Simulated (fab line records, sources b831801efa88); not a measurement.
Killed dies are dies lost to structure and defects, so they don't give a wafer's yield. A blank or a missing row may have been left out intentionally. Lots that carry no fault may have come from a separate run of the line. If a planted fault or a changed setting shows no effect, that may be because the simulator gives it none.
Code-filled problem report in 8D (eight disciplines) form	flow gf180mcu	the parts of the form that need people (team, actions taken, sign-off) are left out

## 1. PROBLEM STATEMENT
Wafers with no fault read 81 s with a standard deviation of 4.2, whereas time to endpoint s at GF_V1_CMP_04 reads a mean of 28 s on 1 wafer of 1 lot. Measured from the usual mean, that is -13 standard deviations.
The step: polishes SiO2.
First observed at day 25 00:12: wafer L699.4, on cmp-02. The record has a number at this step for 39 wafers belonging to 13 lots. By rule, "out" or "out of limits" means more than 4 standard deviations away from the usual mean. All remaining wafers that have a number are taken as sound.

## 2. WHAT IT IS; WHAT IT IS NOT
question	is	is not
which readings at this step	time to endpoint s	motor current A
which lots	L699	L678, L679, L680, L681, L682, L683, L684, L685, L687, L688, L689, L701
which wafers of those lots	L699.4	L699.2, L699.6
read on which tools	cmp-02	cmp-01
when	from day 25 00:12	up to then (35 sound wafers); but 3 sound wafers of L701 came after

## 3. SUSPECTS, AND WHAT RULES EACH OUT
Counting: if a tool at a process step up to the reading ran every lot that is out, it stays a suspect. Sound lots after the first of them don't rule it out here, since some wafers of a struck lot are sound.
- cvd w-01 at GF_CONTACT_CVD_24 (deposits W, target thk 300 nm, time 90.339 s): kept. It ran the lot that is out, L699 (day 23 23:55); its last sound lot up to then is L687 (day 19 13:55).
- pecvd-01 at GF_V1_CVD_02 (deposits SiO2 from TEOS, target thk 850 nm, time 94.851 s): kept. It ran the lot that is out, L699 (day 24 23:58); its last sound lot up to then is L689 (day 21 10:02).
- cmp-02 at GF_V1_CMP_04 (polishes SiO2): kept. It ran the lot that is out, L699 (day 25 00:12); its last sound lot up to then is L689 (day 21 10:16). Out on those wafers are its own readings of time to endpoint s.
- Within pecvd-01 at GF_V1_CVD_02, the wafers that are out were processed in chamber 0 and their sound lot-mates in chamber 1.
- Within cmp-02 at GF_V1_CMP_04: the wafers that are out ran in chamber 0; their sound lot-mates ran in chambers 1, 3.
The count leaves cvd w-01 at GF_CONTACT_CVD_24, pecvd-01 at GF_V1_CVD_02, and cmp-02 at GF_V1_CMP_04.

## 4. THE CAUSE (what the simulator had put in)
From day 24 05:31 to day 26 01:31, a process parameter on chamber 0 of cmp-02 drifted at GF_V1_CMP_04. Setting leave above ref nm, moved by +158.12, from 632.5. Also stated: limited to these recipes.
Counting leaves 3 suspects; this tool is one of them.

## 5. THE CHAIN OF EFFECTS, in route order
One row per reading whose mean, taken over the struck wafers that have a number, lies over 3 standard deviations from the usual. Scope: only readings with a usual standard deviation given in the record; hours: median across lots of the time from each lot's start at the first step in this table that gives one to its start at this step; sigmas: change in usual standard deviations.
hours	step	reading	usual	on struck wafers	change	sigmas
0	GF_V1_CMP_04	time to endpoint s	81 s	28	-53	-13
-	GF_V1_ETCH_17	oes product au	0.856 a.u.	0.976	+0.120	+26
233	GF_PASSIVATION_PROBE_99	defect limited yield	90.2 %	83.5	-6.7	-4.8
233	GF_PASSIVATION_PROBE_99	killed_at_M0_to_M3	21	52	+31	+6.7
233	GF_PASSIVATION_PROBE_99	killed dies	48	81	+33	+4.8
233	GF_PASSIVATION_PROBE_99	sort_bin_5_function	5.8 %	11.6	+5.8	+5.3
233	GF_PASSIVATION_PROBE_99	sort n pass	444	411	-33	-4.8
233	GF_PASSIVATION_PROBE_99	sort yield pct	90.2 %	83.5	-6.7	-4.8
Its process steps:
- GF_V1_CMP_04: polishes SiO2.
- GF_V1_ETCH_17: etches SiO2 in C4F8/O2/Ar, stops on TiN, target depth 630 nm.
- GF_PASSIVATION_PROBE_99

## 6. WHAT WOULD HAVE CAUGHT IT SOONER
First out-of-limits reading in this record: day 25 00:12, which is 19 hours after fault onset at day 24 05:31.
